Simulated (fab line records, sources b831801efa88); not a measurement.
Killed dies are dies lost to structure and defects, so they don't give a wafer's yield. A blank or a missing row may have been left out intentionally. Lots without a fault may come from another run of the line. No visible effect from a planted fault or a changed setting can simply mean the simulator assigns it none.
Chamber matching    flow gf180mcu    pecvd-01 running GF_PASSIVATION_CVD_00: 3 sister chambers
The step deposits SiO2 from TEOS, target thk 1000 nm, time 111.95 s. 6 wafers are shown with their chamber, then 7 later ones without.

EACH WAFER AND ITS CHAMBER
wafer   chamber  heaterPowerW (W)  rfFwdPowerW (W)
L121.3  1        515               600.2
L122.2  2        581               594.9
L122.5  1        600               598.6
L122.6  0        940               599.4
L126.1  2        676               599.3
L126.2  0        878               596.7

WAFERS WITH NO CHAMBER GIVEN
wafer   heaterPowerW (W)  rfFwdPowerW (W)
L126.4  544               598.4
L129.1  703               600.2
L129.2  896               595.2
L129.6  554               598.5
L139.2  685               598.9
L139.3  806               596.1
L139.6  495               601.6

CHAMBER TAKEN BY EACH
wafer   from the rows above           in truth
L126.4  can't be placed: 1 or 2       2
L129.1  can't be placed: 2 or 1 or 0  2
L129.2  0                             0
L129.6  can't be placed: 1 or 2       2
L139.2  can't be placed: 2 or 1       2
L139.3  can't be placed: 0 or 2       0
L139.6  can't be placed: 1 or 2       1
1 of 7 placed correctly. These rows do not allow placing 6 (true chamber among the candidates in 6). 0 placed wrongly.
How it was worked out, from the rows above alone: a wafer's distance from a chamber is the root of the sum, over the readings, of the square of ((its reading less the chamber's mean) divided by the reading's scatter). The wafer belongs to the nearest chamber; if the next one is less than 2 further off, it can't be placed. A chamber's mean is the mean of its shown wafers. The scatter is the square root of a quotient: the sum, over the shown wafers, of each reading's squared deviation from its chamber's mean, divided by wafers minus chambers.
